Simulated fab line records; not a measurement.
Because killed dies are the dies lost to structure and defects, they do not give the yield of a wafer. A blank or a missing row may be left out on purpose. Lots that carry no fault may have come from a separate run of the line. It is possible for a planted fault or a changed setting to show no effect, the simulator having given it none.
A struck lot beside a sound one :: flow sky130 :: 42 steps out of a route of 708
Sound: the wafers L699.1, L699.4, L699.5. Struck: wafers L695.1, L695.3, L695.5. The cause is named last.
Order at every step that has rows: each side's tool, ch and its chambers, its first start. Under that, the readings that differ: sound wafers :: struck wafers :: difference of the means :: sigmas: that difference in standard deviations of wafers without a fault.
alike: readings whose means differ by less than 2 such deviations, and words and numbers that are the same on both sides. not compared: withheld readings, readings that some wafer has no value for, bounds like >300 that may hide the same value, and numbers for which the record gives no deviation and whose values overlap.
Wherever a step has rows on one side only, a row that says differs or no value, or a row with sigmas, the two part there. Non-overlapping numbers with no deviation appear without sigmas and do not part them. Lack of a reading on every wafer of one side parts them only where that side has two or more wafers.

SKY_POLY_CUT_ETCH_10: etches BARC in N2/H2, stops on SiO2, time 45.9 s, target depth 60 nm.
  sound on rie-diel-01 ch 1,3, day 28 17:35; struck on rie-diel-02 ch 0,2, day 27 23:07
  alike: drypump-motor-current-A, h2-flow-sccm, oes-product-au, throttle-valve-pct
  not compared: rf-hours-counter-h
then, 1 step without rows for these wafers: SKY_POLY_CUT_ETCH_11 (etches Si3N4 in CF4/CH2F2/Ar, stops on poly-Si, time 42.5 s, target depth 60 nm).
SKY_POLY_CUT_STRIP_12: strips in O2/N2.
  sound on plasma-asher-04 ch 0,1, day 28 17:40; struck on plasma-asher-02 ch 0,1, day 27 23:14
  alike: drypump-motor-current-A, oes-product-au, strip-time-to-endpoint-s
  not compared: rf-hours-counter-h
then, 7 steps without rows for these wafers: SKY_SD_P_DEHYDRATE_00 (time 60 s); SKY_SD_P_HMDS_01 (prime time 60 s); SKY_SD_P_COAT_02 (resist thk 1140 nm); SKY_SD_P_SOFTBAKE_03 (time 60 s); SKY_SD_P_EXPOSE_04 (exposes mask PSDM, target cd 380 nm); SKY_SD_P_PEB_05; SKY_SD_P_DEVELOP_06 (develop time 60 s).
SKY_SD_P_CD_MEAS_07 targets a cd of 380 nm.
  sound: cd-sem-01 at day 29 21:10; struck: cd-sem-01 at day 29 03:19
  alike: cd-nm
SKY_SD_P_OVL_MEAS_08:
  sound: overlay-01 at day 29 21:17; struck: overlay-02 at day 29 03:26
  alike: SD_P_OVL
SKY_SD_P_IMPLANT_09:
  sound on implanter-01 ch 0, day 29 21:19; struck on implanter-04 ch 0, day 29 03:28
  alike: tilt-deg
SKY_SD_P_STRIP_10: strips in O2/N2.
  sound on plasma-asher-03 ch 0,1, day 29 21:28; struck on plasma-asher-04 ch 0,1, day 29 03:37
  alike: drypump-motor-current-A, oes-product-au, strip-time-to-endpoint-s
  not compared: rf-hours-counter-h
SKY_SD_P_TW_MEAS_11:
  sound: film-metro-02 at day 29 21:34; struck: film-metro-03 at day 29 03:43
  alike: SD_P_TW
then, 8 steps without rows for these wafers: SKY_RES_XHIGH_DEHYDRATE_00 (time 60 s); SKY_RES_XHIGH_HMDS_01 (prime time 60 s); SKY_RES_XHIGH_COAT_02 (resist thk 1140 nm); SKY_RES_XHIGH_SOFTBAKE_03 (time 60 s); SKY_RES_XHIGH_EXPOSE_04 (exposes mask URPM, target cd 1270 nm); SKY_RES_XHIGH_PEB_05; SKY_RES_XHIGH_DEVELOP_06 (develop time 60 s); SKY_RES_XHIGH_IMPLANT_07.
SKY_RES_XHIGH_STRIP_08: strips in O2/N2.
  sound on plasma-asher-04 ch 0,1, day 31 02:14; struck on plasma-asher-01 ch 0,1, day 30 06:50
  alike: drypump-motor-current-A, oes-product-au, strip-time-to-endpoint-s
  not compared: rf-hours-counter-h
SKY_RES_XHIGH_TW_MEAS_09:
  sound: film-metro-04 at day 31 02:20; struck: film-metro-04 at day 30 06:56
  alike: RES_XHIGH_TW
then, 7 steps without rows for these wafers: SKY_SD_N_DEHYDRATE_00 (time 60 s); SKY_SD_N_HMDS_01 (prime time 60 s); SKY_SD_N_COAT_02 (resist thk 1140 nm); SKY_SD_N_SOFTBAKE_03 (time 60 s); SKY_SD_N_EXPOSE_04 (exposes mask NSDM, target cd 380 nm); SKY_SD_N_PEB_05; SKY_SD_N_DEVELOP_06 (develop time 60 s).
SKY_SD_N_CD_MEAS_07 targets a cd of 380 nm.
  sound: cd-sem-01 at day 32 05:15; struck: cd-sem-02 at day 31 10:27
  alike: cd-nm
SKY_SD_N_OVL_MEAS_08:
  sound: overlay-02 at day 32 05:22; struck: overlay-01 at day 31 10:34
  alike: SD_N_OVL
then, 3 steps without rows for these wafers: SKY_SD_N_IMPLANT_09; SKY_SD_N_IMPLANT_10; SKY_SD_N_STRIP_11 (strips in O2/N2).
SKY_SD_N_TW_MEAS_12:
  sound: film-metro-02 at day 32 05:49; struck: film-metro-03 at day 31 11:00
  alike: SD_N_TW
then, 1 step without rows for these wafers: SKY_SD_N_CLEAN_13 (cleans in SC1/SC2, time 150 s).
SKY_SD_N_RTA_14: time 2 s.
  sound on rtp-anneal-02 ch 0, day 32 05:55; struck on rtp-anneal-01 ch 0, day 31 11:07
  alike: lamp-power-pct, wafer_temp_C_max
SKY_SD_N_RS_MEAS_16: a four-point-probe measurement.
  sound: film-metro-03 at day 32 06:05; struck: film-metro-04 at day 31 11:17
  alike: SD_N_RS
-- record jumps: 17 days separate the struck wafers' starts on either side; left off in module SD_N, taken up again in module PAD_OPEN, whose first shown step is the route's number 708 --
SKY_PAD_OPEN_PROBE_99:
  sound: prober-01 at day 49 02:47; struck: prober-02 at day 48 09:55
reading: model.etest.res-high-po.rs-ohm-sq-range
sound: 13.01 10.76 12.92
struck: 33.51 30.89 29.6
difference: +19.10
sigmas: 

reading: model.etest.res-pdiff.rs-ohm-sq-range
sound: 7.495 10.81 6.664
struck: 12.96 10.91 11.76
difference: +3.55
sigmas: 
  alike: killed_at_M0_to_M3, killed_at_M4_up, killed-at-contacts, killed-at-front-end, killed-at-other, killed-dies, killed-open, killed-short

WHERE THEY PART
Nowhere in this record.

WHY: the cause the simulator had injected
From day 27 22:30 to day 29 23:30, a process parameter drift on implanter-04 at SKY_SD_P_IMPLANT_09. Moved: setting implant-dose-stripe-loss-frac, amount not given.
